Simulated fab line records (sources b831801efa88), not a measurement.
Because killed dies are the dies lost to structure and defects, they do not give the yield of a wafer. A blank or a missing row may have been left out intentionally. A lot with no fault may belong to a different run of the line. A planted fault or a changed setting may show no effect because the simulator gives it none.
Matching of chambers || flow gf180mcu || GF_V4_CMP_04 on cmp-02: 4 sister chambers
The step polishes SiO2. 8 wafers are shown with their chamber, then 8 later ones without.

## WAFERS WITH THEIR CHAMBER
{"wafer": "L913.2", "chamber": 0, "motor current A (A)": 10.1, "time to endpoint s (s)": 77}
{"wafer": "L914.1", "chamber": 2, "motor current A (A)": 11.9, "time to endpoint s (s)": 72}
{"wafer": "L914.3", "chamber": 1, "motor current A (A)": 10.5, "time to endpoint s (s)": 71}
{"wafer": "L914.4", "chamber": 0, "motor current A (A)": 11.0, "time to endpoint s (s)": 78}
{"wafer": "L916.2", "chamber": 2, "motor current A (A)": 12.3, "time to endpoint s (s)": 77}
{"wafer": "L916.4", "chamber": 1, "motor current A (A)": 9.4, "time to endpoint s (s)": 76}
{"wafer": "L916.5", "chamber": 3, "motor current A (A)": 10.1, "time to endpoint s (s)": 86}
{"wafer": "L920.1", "chamber": 3, "motor current A (A)": 10.1, "time to endpoint s (s)": 87}

## WAFERS MISSING THEIR CHAMBER
{"wafer": "L920.2", "motor current A (A)": 10.8, "time to endpoint s (s)": 82}
{"wafer": "L920.3", "motor current A (A)": 9.8, "time to endpoint s (s)": 76}
{"wafer": "L930.1", "motor current A (A)": 10.4, "time to endpoint s (s)": 75}
{"wafer": "L930.4", "motor current A (A)": 12.0, "time to endpoint s (s)": 82}
{"wafer": "L930.5", "motor current A (A)": 10.4, "time to endpoint s (s)": 91}
{"wafer": "L931.2", "motor current A (A)": 9.3, "time to endpoint s (s)": 74}
{"wafer": "L931.4", "motor current A (A)": 10.1, "time to endpoint s (s)": 90}
{"wafer": "L931.5", "motor current A (A)": 9.7, "time to endpoint s (s)": 80}

## WHICH CHAMBER EACH ONE RAN IN
{"wafer": "L920.2", "from the rows above": "can't be placed: 0 or 3 or 1", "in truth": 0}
{"wafer": "L920.3", "from the rows above": "can't be placed: 1 or 0", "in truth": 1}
{"wafer": "L930.1", "from the rows above": "can't be placed: 0 or 1", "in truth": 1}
{"wafer": "L930.4", "from the rows above": "can't be placed: 2 or 0 or 3", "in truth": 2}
{"wafer": "L930.5", "from the rows above": 3, "in truth": 3}
{"wafer": "L931.2", "from the rows above": "can't be placed: 1 or 0", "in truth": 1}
{"wafer": "L931.4", "from the rows above": 3, "in truth": 3}
{"wafer": "L931.5", "from the rows above": "can't be placed: 0 or 1 or 3", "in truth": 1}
Correct placement for 2 of the 8. Unplaceable from these rows: 6, with the true chamber sitting among the candidates in 6. Placed wrongly: 0.
How it was worked out, from the rows above alone: a wafer's distance from a chamber is the root of the sum, over the readings, of the square of ((its reading less the chamber's mean) divided by the reading's scatter). The wafer belongs to the nearest chamber; if the next one is less than 2 further off, it can't be placed. The mean given for a chamber averages the wafers shown for that chamber. The scatter: take each reading less its chamber's mean, square it, sum over the shown wafers, divide by the number of wafers less the number of chambers, and take the root.
